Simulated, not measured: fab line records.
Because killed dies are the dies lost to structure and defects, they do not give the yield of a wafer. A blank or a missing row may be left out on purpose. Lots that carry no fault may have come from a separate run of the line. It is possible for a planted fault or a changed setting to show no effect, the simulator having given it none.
A struck lot beside a sound one    flow gf180mcu    14 steps out of a route of 602
Sound: these wafers, L182.1, L182.3, L182.5. Wafers L187.4, L187.5, L187.6 were the ones struck. At the end, the cause is stated.
Each step with rows lists, per side, the tool, then ch with its chambers, then its first start. Under that, the readings that differ: sound wafers    struck wafers    difference of the means    sigmas: that difference in standard deviations of wafers without a fault.
alike: readings whose means differ by less than 2 such deviations, and words and numbers that are the same on both sides. not compared: withheld readings, readings that some wafer has no value for, bounds like >300 that may hide the same value, and numbers for which the record gives no deviation and whose values overlap.
The two part at a step that has a row with sigmas, a row that says differs or no value, or rows on one side only. When numbers do not overlap yet have no deviation, they are printed without sigmas and do not part them. A reading that every wafer of one side lacks parts them only if that side has two wafers or more.

GF_M2_SPUTTER_01: material TiN, target thk 30 nm, time 25 s.
  sound: pvd-sputter-01 at day 19 08:00; struck: pvd-sputter-04 at day 21 14:08
  alike: throttle-valve-pct
GF_M2_SPUTTER_02: material AlCu, target thk 450 nm, time 23.9 s.
  sound: pvd-sputter-01 at day 19 08:02; struck: pvd-sputter-04 at day 21 14:10
  alike: throttle-valve-pct
GF_M2_SPUTTER_03: material Ti, target thk 10 nm, time 6.7 s.
  sound: pvd-sputter-01 at day 19 08:04; struck: pvd-sputter-04 at day 21 14:12
  alike: throttle-valve-pct
GF_M2_SPUTTER_04: material TiN, target thk 50 nm, time 41.7 s.
  sound: pvd-sputter-01 at day 19 08:05; struck: pvd-sputter-04 at day 21 14:13
  alike: throttle-valve-pct
GF_M2_RS_MEAS_05: measurement is done with a four-point probe.
  sound: film-metro-03 at day 19 08:07; struck: film-metro-02 at day 21 14:19
  alike: M2_ALCU_RS
GF_M2_THK_MEAS_06: measures by xrf.
  sound: film-metro-03 at day 19 08:14; struck: film-metro-02 at day 21 14:25
  alike: M2_ALCU_THK
then, 6 steps without rows for these wafers: GF_M2_DEHYDRATE_07 (time 60 s); GF_M2_HMDS_08 (prime time 60 s); GF_M2_COAT_09 (resist thk 1000 nm); GF_M2_SOFTBAKE_10 (time 60 s); GF_M2_EXPOSE_11 (exposes mask Metal2, target cd 280 nm); GF_M2_PEB_12 (peb time 90 s).
GF_M2_DEVELOP_13: develop time 60 s.
  struck on litho-track-03, day 22 13:46; sound on litho-track-02 ch 0, day 20 07:44
  no value came back on the struck wafers for chill-plate-temp-C (C), develop-time-s (s); on the sound wafers chill-plate-temp-C (C) reads 23.25 23.19 23.20
reading                              sound              struck             difference  sigmas
model.KrF_of_M2_COAT_09.thk-nm (nm)  981.4 980.6 983.4  995.1 998.7 997.3  +15.2       
GF_M2_CD_MEAS_14: the cd target is 280 nm.
  sound: cd-sem-02 at day 20 07:53; struck: cd-sem-01 at day 22 13:54
reading     sound              struck  difference                     sigmas
cd-nm (nm)  278.6 279.7 278.7  - - -   no value on the struck wafers  

## WHERE THEY PART
First at GF_M2_DEVELOP_13; last, within this record, at GF_M2_CD_MEAS_14.

WHY: what the simulator had put in
Entire step skipped (litho-track-03, GF_M2_DEVELOP_13), from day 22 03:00 onward. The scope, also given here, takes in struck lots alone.
